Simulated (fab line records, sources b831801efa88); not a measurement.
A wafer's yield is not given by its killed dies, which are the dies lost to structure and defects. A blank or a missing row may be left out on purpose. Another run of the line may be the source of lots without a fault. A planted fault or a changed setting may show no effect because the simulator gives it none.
Code-filled problem report in 8D (eight disciplines) form    flow sky130    the parts of the form that need people (team, actions taken, sign-off) are left out

== 1. PROBLEM STATEMENT ==
Mean of time-to-endpoint-s at SKY_VIA1_CMP_24: 36.2 s across 3 wafers in 3 lots; on wafers with no fault it is 65.4 s (standard deviation 2.3). That is -13 standard deviations from the usual mean.
The step: polishes, stops on SiO2, t overpolish 15 s, target thk 0 nm.
Earliest sighting: wafer L280.2 on cmp-02 at day 34 23:59. Wafers with a number at this step in the record: 19, from 7 lots. Rule for "out" (also "out of limits"): further than 4 standard deviations from the usual mean. Any other wafer with a number is counted as sound.

== 2. WHAT IT IS, WHAT IT ISN'T ==
question                     is                      is not
which readings at this step  time-to-endpoint-s      motor-current-A, overpolish-run-s
which lots                   L280, L281, L282        L278, L294, L298, L299
which wafers of those lots   L280.2, L281.1, L282.1  L280.4, L280.6, L281.3, L282.3
read on which tools          cmp-02                  cmp-01
when                         from day 34 23:59       up to then (5 sound wafers); but 11 sound wafers of L281, L282, L294, L298, L299 came after

== 3. THE SUSPECTS, EACH WITH WHAT RULES IT OUT ==
Counting: if a tool at a process step up to the reading ran every lot that is out, it stays a suspect. Sound lots after the first of them don't rule it out here, since some wafers of a struck lot are sound.
- cmp-02 at SKY_VIA1_CMP_24 (polishes, stops on SiO2, t overpolish 15 s, target thk 0 nm): kept. It processed each lot that is out (first: L280, day 34 23:59); up to then, its last sound lot is L278 (day 34 21:35). Out on those wafers are its own readings of time-to-endpoint-s.
Left after counting: cmp-02 at SKY_VIA1_CMP_24.

== 4. THE CAUSE (what the simulator had put in) ==
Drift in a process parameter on cmp-02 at SKY_VIA1_CMP_24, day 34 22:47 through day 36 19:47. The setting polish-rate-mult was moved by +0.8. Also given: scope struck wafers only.
Counting left only this tool.

== 5. SEQUENCE OF EFFECTS, ordered by route ==
Each row: a reading where the mean over the struck wafers with a number is more than 3 standard deviations away from the usual. Readings are gone through only where the record gives a usual standard deviation; hours: the median, over the lots, of the time from a lot's start at the first step in this table giving one to that lot's start at this step; sigmas: the change measured in usual standard deviations.
hours  step             reading             usual   on struck wafers  change  sigmas
0      SKY_VIA1_CMP_24  time-to-endpoint-s  65.4 s  36.2              -29.2   -13
It contains these process steps:
- SKY_VIA1_CMP_24: polishes, stops on SiO2, t overpolish 15 s, target thk 0 nm.
At these later measuring or inspecting steps, every struck wafer for which the step has a row has a number for every such reading, and none has moved that far: SKY_METAL2_RS_MEAS_05, SKY_METAL2_THK_MEAS_06, SKY_METAL2_CD_MEAS_15, SKY_METAL2_OVL_MEAS_16.

== 6. HOW IT WOULD HAVE BEEN CAUGHT EARLIER ==
In this record the first reading out of limits was taken at day 34 23:59, 1 hour after the fault began at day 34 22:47.
